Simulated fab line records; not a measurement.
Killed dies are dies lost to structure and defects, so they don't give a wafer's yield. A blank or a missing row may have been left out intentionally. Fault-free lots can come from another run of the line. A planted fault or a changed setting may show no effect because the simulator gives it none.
Problem report in the 8D (eight disciplines) form, filled by code || flow gf180mcu || the parts of the form that need people (team, actions taken, sign-off) are left out

1. WHAT WENT WRONG
Wafers without a fault read 7.499e+12, standard deviation 8e+09; dose-ions-cm2 at GF_HV_LDD_IMPLANT_33 reads a mean of 8.167e+12 on 9 wafers belonging to 3 lots. That is +83 standard deviations from the usual mean.
First seen on wafer L592.1, day 12 19:50, on implanter-01. The record has a number at this step for 21 wafers belonging to 7 lots. Rule for "out" (also "out of limits"): further than 4 standard deviations from the usual mean. All remaining wafers that have a number are taken as sound.

2. WHAT IT IS, AND WHAT IT ISN'T
{"question": "which readings at this step", "is": "dose-ions-cm2", "is not": "-"}
{"question": "which lots", "is": "L592, L593, L595", "is not": "L589, L603, L604, L605"}
{"question": "which wafers of those lots", "is": "all that have a number", "is not": "-"}
{"question": "read on which tools", "is": "implanter-01", "is not": "implanter-04"}
{"question": "when", "is": "from day 12 19:50", "is not": "up to then (3 sound wafers); but 9 sound wafers of L603, L604, L605 came after"}

3. WHAT RULES OUT EACH SUSPECT
Counting: any tool at a process step up to the reading is kept as a suspect provided that every lot that is out went through it and no sound lot did after the first of them.
- plasma-asher-01 at GF_HV_LDD_STRIP_22 (strips in O2/N2): ruled out as a lasting fault. Following L592 (day 12 00:25), the first lot on it that is out, the sound lots L603, L605 were run on it.
- implanter-01 at GF_HV_LDD_IMPLANT_33: ruled out as a lasting fault. Following L592 (day 12 19:50), the first lot on it that is out, the sound lots L603, L604 were run on it.
Left after counting: nothing in the record.

4. THE CAUSE (what the simulator had put in)
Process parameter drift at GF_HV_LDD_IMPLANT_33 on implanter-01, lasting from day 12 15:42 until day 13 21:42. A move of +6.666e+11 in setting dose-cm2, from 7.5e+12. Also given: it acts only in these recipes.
Counting ruled it out, wrongly.

5. THE EFFECT CHAIN, in route order
Each row: a reading where the mean over the struck wafers with a number is more than 3 standard deviations away from the usual. Readings are gone through only where the record gives a usual standard deviation; hours: the median, over the lots, of the time from a lot's start at the first step in this table giving one to that lot's start at this step; sigmas: the change measured in usual standard deviations.
{"hours": 0, "step": "GF_HV_LDD_IMPLANT_33", "reading": "dose-ions-cm2", "usual": 7.499e+12, "on struck wafers": 8.167e+12, "change": "+6.678e+11", "sigmas": "+83"}
{"hours": 0, "step": "GF_HV_LDD_IMPLANT_33", "reading": "faraday-current-uA", "usual": 42.3, "on struck wafers": 46.1, "change": "+3.8", "sigmas": "+4.6"}
Here are the process steps it includes:
- GF_HV_LDD_IMPLANT_33

6. WHAT WOULD HAVE CAUGHT IT SOONER
In this record the first reading out of limits was taken at day 12 19:50, 4 hours after the fault began at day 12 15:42.
